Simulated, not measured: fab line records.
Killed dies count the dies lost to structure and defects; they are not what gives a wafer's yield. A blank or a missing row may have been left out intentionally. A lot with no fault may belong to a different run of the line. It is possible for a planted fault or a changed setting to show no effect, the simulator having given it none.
Which tool did it? -- flow sky130 -- 33 wafers from 11 lots sampled at 4 of the route's 708 steps

## WHAT THE GAUGES SHOWED, per wafer
SKY_VIA3_CD_MEAS_12: the cd target is 200 nm. Usual: cd-nm reads 199.9 nm (standard deviation 1.3).
lot,measured,on,cd-nm (nm),flag
L579,day 40 07:31,cd-sem-02,200.1 199.1 199.4,
L580,day 40 09:09,cd-sem-01,201.2 200.5 200.2,
L581,day 40 11:34,cd-sem-01,200.4 200.2 198.9,
L582,day 40 13:17,cd-sem-02,201.5 200.3 201.7,
L583,day 41 11:37,cd-sem-01,202.2 201.5 200.9,
L586,day 42 00:01,cd-sem-01,199.9 200.5 201.3,
L593,day 43 21:43,cd-sem-02,201.0 200.3 199.8,
L594,day 44 07:47,cd-sem-01,201.5 201.3 201.5,
L596,day 44 21:41,cd-sem-02,198.0 198.4 198.5,
L598,day 45 07:56,cd-sem-02,197.9 198.5 197.5,
L601,day 46 01:31,cd-sem-01,200.0 199.5 200.3,

SKY_VIA4_BOW_MEAS_03. Usual: VIA4_BOW 82 um, standard deviation 9.3.
lot,measured,on,VIA4_BOW (um),flag
L579,day 42 11:14,film-metro-02,72 74 77,
L580,day 42 12:26,film-metro-01,86 87 80,
L581,day 42 15:07,film-metro-02,71 78 79,
L582,day 42 17:20,film-metro-02,68 87 87,
L583,day 43 14:19,film-metro-02,71 78 67,
L586,day 44 00:49,film-metro-01,94 101 96,
L593,day 45 21:02,film-metro-01,82 72 84,
L594,day 46 05:50,film-metro-03,73 92 91,
L596,day 46 19:33,film-metro-03,90 97 111,
L598,day 47 05:04,film-metro-03,69 76 80,
L601,day 47 21:05,film-metro-03,88 87 68,

SKY_PASSIVATION_THK_MEAS_03. Usual: PASSIVATION_CVD_02_THK 539 nm, standard deviation 6.9.
lot,measured,on,PASSIVATION_CVD_02_THK (nm),flag
L579,day 44 11:00,film-metro-03,545 542 540,
L580,day 44 13:18,film-metro-01,531 528 528,
L581,day 44 14:04,film-metro-01,539 546 545,
L582,day 44 16:47,film-metro-01,539 535 536,
L583,day 45 13:23,film-metro-01,543 530 539,
L586,day 45 22:40,film-metro-03,541 540 536,
L593,day 47 16:17,film-metro-04,537 531 547,
L594,day 48 00:45,film-metro-01,546 546 662,OFF
L596,day 48 13:16,film-metro-03,538 643 542,OFF
L598,day 48 21:30,film-metro-04,541 550 542,
L601,day 49 12:23,film-metro-03,539 532 548,

## TOOL THAT RAN EACH LOT (tool first, then ch and the chambers of the sampled wafers, then the start)
lot,SKY_PASSIVATION_CVD_02
L579,"pecvd-03 ch 0,1,2, day 44 10:46"
L580,"pecvd-01 ch 0,1,2, day 44 13:04"
L581,"pecvd-03 ch 1,2, day 44 13:50"
L582,"pecvd-02 ch 0,1,2, day 44 16:33"
L583,"pecvd-02 ch 0,1, day 45 13:10"
L586,"pecvd-01 ch 1,2, day 45 22:25"
L593,"pecvd-03 ch 0,1,2, day 47 16:04"
L594,"pecvd-01 ch 0,1,2, day 48 00:36"
L596,"pecvd-01 ch 0,1,2, day 48 13:02"
L598,"pecvd-02 ch 0,1,2, day 48 21:16"
L601,"pecvd-03 ch 0,1,2, day 49 12:10"
- SKY_PASSIVATION_CVD_02: deposits Si3N4, target thk 540 nm.

## WHAT THE TOOLS THEMSELVES READ (means of the sampled wafers that have a number; where no wafer has one, the mark that the record gives instead)
SKY_PASSIVATION_CVD_02. Usual: heater-power-w reads 720 W (standard deviation 150).
lot,tool,heater-power-w (W),flag
L579,pecvd-03,810,
L580,pecvd-01,648,
L581,pecvd-03,855,
L582,pecvd-02,679,
L583,pecvd-02,688,
L586,pecvd-01,598,
L593,pecvd-03,792,
L594,pecvd-01,642,
L596,pecvd-01,633,
L598,pecvd-02,734,
L601,pecvd-03,755,

## THE ANSWER, worked out from the rows above alone
Rule: a lot is off if the mean of its wafers that have a number lies more than 3 standard deviations from the usual mean. A lot without any number at a reading at which 4 lots or more have one is off too. All remaining lots with rows at the step are treated as sound. After the gauges, taken in route order, come the tools' own readings; for these a lot's mean is taken, as printed above. The first step at which some lot is off is used, and at that step the reading that is off furthest; a lot without a number counts as furthest.
Off: at SKY_PASSIVATION_THK_MEAS_03 (PASSIVATION_CVD_02_THK), L594, L596.
A tool fits if, at a process step before that reading, it ran every lot that is off, and no sound lot after the first of them. Those tools and the gauges at SKY_PASSIVATION_THK_MEAS_03 are tried in the same way. One fits: pecvd-01 at SKY_PASSIVATION_CVD_02. Its last sound lot is L586 (day 45 22:25), its first lot that is off L594 (day 48 00:36): a fault that began between those two fits.

## WHAT WAS PUT IN BY THE SIMULATOR
pecvd-01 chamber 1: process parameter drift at SKY_PASSIVATION_CVD_02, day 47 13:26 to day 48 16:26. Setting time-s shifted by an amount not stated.
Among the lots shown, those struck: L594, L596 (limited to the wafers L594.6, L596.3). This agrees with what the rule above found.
